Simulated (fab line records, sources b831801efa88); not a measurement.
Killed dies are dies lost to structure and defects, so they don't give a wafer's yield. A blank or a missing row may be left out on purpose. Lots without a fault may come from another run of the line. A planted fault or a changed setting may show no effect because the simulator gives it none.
A struck lot beside a sound one | flow sky130 | 43 steps out of a route of 708
Sound: wafers L620.2, L620.4, L620.6. Struck: wafer L629.4. (L629.1 of the same lot was not struck and is left out.) The cause comes at the end.
At each step with rows: each side's tool, then ch and its chambers, then its first start. Under that, the readings that differ: sound wafers | struck wafers | difference of the means | sigmas: that difference in standard deviations of wafers without a fault.
alike: readings whose means differ by less than 2 such deviations, and words and numbers that are the same on both sides. not compared: withheld readings, readings that some wafer has no value for, bounds like >300 that may hide the same value, and numbers for which the record gives no deviation and whose values overlap.
The two part at a step that has a row with sigmas, a row that says differs or no value, or rows on one side only. Numbers that don't overlap but have no deviation are shown without sigmas and don't part them. A reading that every wafer of one side lacks parts them only if that side has two wafers or more.

first, 6 steps without rows for these wafers: SKY_DNWELL_COAT_02 (resist thk 3000 nm); SKY_DNWELL_SOFTBAKE_03; SKY_DNWELL_EXPOSE_04 (exposes mask DNM, target cd 3000 nm); SKY_DNWELL_PEB_05; SKY_DNWELL_DEVELOP_06 (develop time 60 s); SKY_DNWELL_IMPLANT_07.
SKY_DNWELL_STRIP_08: strips in O2/N2.
  sound on plasma_asher-01 ch 0,1, day 3 05:08; struck on plasma_asher-04 ch 0, day 5 04:53
  alike: drypump_motor_current_A, oes_product_au, strip_time_to_endpoint_s
  not compared: rf_hours_counter_h
SKY_DNWELL_TW_MEAS_09:
  sound on film_metro-01, day 3 05:14; struck on film_metro-03, day 5 04:59
  alike: DNWELL_TW
then, 4 steps without rows for these wafers: SKY_PWDE_DEHYDRATE_00 (time 60 s); SKY_PWDE_HMDS_01 (prime time 60 s); SKY_PWDE_COAT_02 (resist thk 3000 nm); SKY_PWDE_SOFTBAKE_03.
SKY_PWDE_EXPOSE_04: exposes mask PWDEM, target cd 840 nm.
  sound on iline_stepper-01 ch 0, day 3 13:52; struck on iline_stepper-02 ch 0, day 5 12:39
  alike: mask, stage_vel_mm_s
then, 2 steps without rows for these wafers: SKY_PWDE_PEB_05; SKY_PWDE_DEVELOP_06 (develop time 60 s).
SKY_PWDE_OVL_MEAS_07:
  sound on overlay-01, day 3 21:26; struck on overlay-02, day 5 22:02
  alike: PWDE_OVL
then, 1 step without rows for these wafers: SKY_PWDE_IMPLANT_08.
SKY_PWDE_STRIP_09: strips in O2/N2.
  sound on plasma_asher-01 ch 0,1, day 3 21:37; struck on plasma_asher-03 ch 1, day 5 22:13
  alike: drypump_motor_current_A, oes_product_au, strip_time_to_endpoint_s
  not compared: rf_hours_counter_h
SKY_PWDE_TW_MEAS_10:
  sound on film_metro-03, day 3 21:43; struck on film_metro-01, day 5 22:19
  alike: PWDE_TW
then, 7 steps without rows for these wafers: SKY_NWELL_DEHYDRATE_03 (time 60 s); SKY_NWELL_HMDS_04 (prime time 60 s); SKY_NWELL_COAT_05 (resist thk 3000 nm); SKY_NWELL_SOFTBAKE_06; SKY_NWELL_EXPOSE_07 (exposes mask NWM, target cd 840 nm); SKY_NWELL_PEB_08; SKY_NWELL_DEVELOP_09 (develop time 60 s).
SKY_NWELL_OVL_MEAS_10:
  sound on overlay-02, day 4 13:56; struck on overlay-01, day 6 17:16
  alike: NWELL_00_OVL
then, 3 steps without rows for these wafers: SKY_NWELL_IMPLANT_11; SKY_NWELL_IMPLANT_12; SKY_NWELL_IMPLANT_13.
SKY_NWELL_STRIP_14: strips in O2/N2.
  sound on plasma_asher-03 ch 0,1, day 4 14:25; struck on plasma_asher-04 ch 1, day 6 17:45
  alike: drypump_motor_current_A, oes_product_au, strip_time_to_endpoint_s
  not compared: rf_hours_counter_h
SKY_NWELL_TW_MEAS_15:
  sound on film_metro-01, day 4 14:31; struck on film_metro-02, day 6 17:51
  reading  | sound          | struck | difference | sigmas
  NWELL_TW | 1825 1820 1826 | 1794   | -30        | -3
then, 7 steps without rows for these wafers: SKY_NWELL_DEHYDRATE_16 (time 60 s); SKY_NWELL_HMDS_17 (prime time 60 s); SKY_NWELL_COAT_18 (resist thk 3000 nm); SKY_NWELL_SOFTBAKE_19; SKY_NWELL_EXPOSE_20 (exposes mask NWM COMPLEMENT, target cd 840 nm); SKY_NWELL_PEB_21; SKY_NWELL_DEVELOP_22 (develop time 60 s).
SKY_NWELL_OVL_MEAS_23:
  sound on overlay-01, day 5 07:38; struck on overlay-02, day 7 12:47
  alike: NWELL_01_OVL
then, 1 step without rows for these wafers: SKY_NWELL_IMPLANT_24.
SKY_NWELL_STRIP_25: strips in O2/N2.
  sound on plasma_asher-02 ch 0, day 5 07:49; struck on plasma_asher-04 ch 0, day 7 12:58
  alike: drypump_motor_current_A, oes_product_au, strip_time_to_endpoint_s
  not compared: rf_hours_counter_h
-- the record jumps here: 41 days lie between the struck wafers' starts before and after (it left off in module NWELL and takes up again in module PAD_OPEN, whose first step shown is number 708 of the route) --
SKY_PAD_OPEN_PROBE_99:
  sound on prober-02, day 45 18:57; struck on prober-01, day 48 04:39
  reading                                   | sound             | struck | difference | sigmas
  model.etest.res_p_drift_20v.width_nm (nm) | 837.2 835.4 836.4 | 853.1  | +16.8      |
  alike: killed_at_M0_to_M3, killed_at_M4_up, killed_at_contacts, killed_at_front_end, killed_at_other, killed_dies, killed_open, killed_short

WHERE THEY PART
Only at SKY_NWELL_TW_MEAS_15, within this record. Later steps at which nothing parts them and some readings are alike: SKY_NWELL_OVL_MEAS_23, SKY_NWELL_STRIP_25, SKY_PAD_OPEN_PROBE_99.

WHY: what the simulator had put in
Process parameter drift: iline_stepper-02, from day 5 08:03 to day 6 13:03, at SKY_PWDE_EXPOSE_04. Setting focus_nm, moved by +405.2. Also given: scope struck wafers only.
